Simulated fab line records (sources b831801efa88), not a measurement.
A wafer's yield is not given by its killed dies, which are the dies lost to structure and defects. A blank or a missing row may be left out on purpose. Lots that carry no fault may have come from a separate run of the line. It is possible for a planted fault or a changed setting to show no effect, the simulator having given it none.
One fault through the eyes of 2 desks | flow sfq line | only its own numbers are on each desk; what lay behind them is given at the end

## THE METROLOGY DESK
What the gauges read, lot by lot, whatever tool the lot ran on: means of the sampled wafers that have a number. The brackets show how far a lot's mean lies from the usual mean; more than 4 standard deviations puts the lot out of limits, marked OUT.
Columns: A = M0_NB_RS at SFQ_M0_RS_MEAS_904, usual 0.886 ohm/sq
lot  | first seen here | A
L435 | day 5 11:53     | 0.875
L437 | day 5 22:41     | 0.889
L439 | day 6 20:03     | 0.890
L440 | day 7 04:02     | 0.886
L441 | day 7 05:48     | 0.899
L443 | day 8 02:27     | 0.892
L444 | day 8 06:13     | 0.878
L445 | day 8 07:15     | 0.897
L446 | day 8 20:34     | 0.892
L448 | day 9 07:10     | 0.884
L449 | day 9 10:47     | 0.915
L452 | day 10 07:17    | 0.920
L453 | day 10 13:57    | 0.891
L456 | day 11 06:54    | 0.870
Result from this desk: across the 14 lots, nothing is out of limits.

## DESK OF THE TOOL OWNER: pvd sputter-04
The tool's own readings at SFQ_TRILAYER_M0_DEP_SPUTTER_019 (material Nb, target thk 200 nm, time 133.3 s): means of the sampled wafers that have a number, for each lot that ran on this tool. The brackets show how far a lot's mean lies from the usual mean; more than 4 standard deviations puts the lot out of limits, marked OUT.
Columns: A = base pressure pa at SFQ_TRILAYER_M0_DEP_SPUTTER_019, usual 1.34e-06 Pa; B = throttle valve pct at SFQ_TRILAYER_M0_DEP_SPUTTER_019, usual 30.0 %
lot  | first seen here | A        | B
L435 | day 5 11:47     | 1.43e-06 | 30.3
L437 | day 5 22:35     | 1.34e-06 | 29.8
L441 | day 7 05:43     | 1.31e-06 | 30.1
L444 | day 8 06:08     | 1.26e-06 | 29.9
L446 | day 8 20:28     | 1.43e-06 | 30.2
L449 | day 9 10:41     | 1.29e-06 | 29.9
L452 | day 10 07:11    | 1.33e-06 | 29.9
Result from this desk: across the 7 lots, nothing is out of limits.

## BROUGHT TOGETHER
At the metrology desk, nothing out of limits was observed.
The desk of the tool owner found nothing out of limits.

## WHAT HAD BEEN PUT IN BY THE SIMULATOR
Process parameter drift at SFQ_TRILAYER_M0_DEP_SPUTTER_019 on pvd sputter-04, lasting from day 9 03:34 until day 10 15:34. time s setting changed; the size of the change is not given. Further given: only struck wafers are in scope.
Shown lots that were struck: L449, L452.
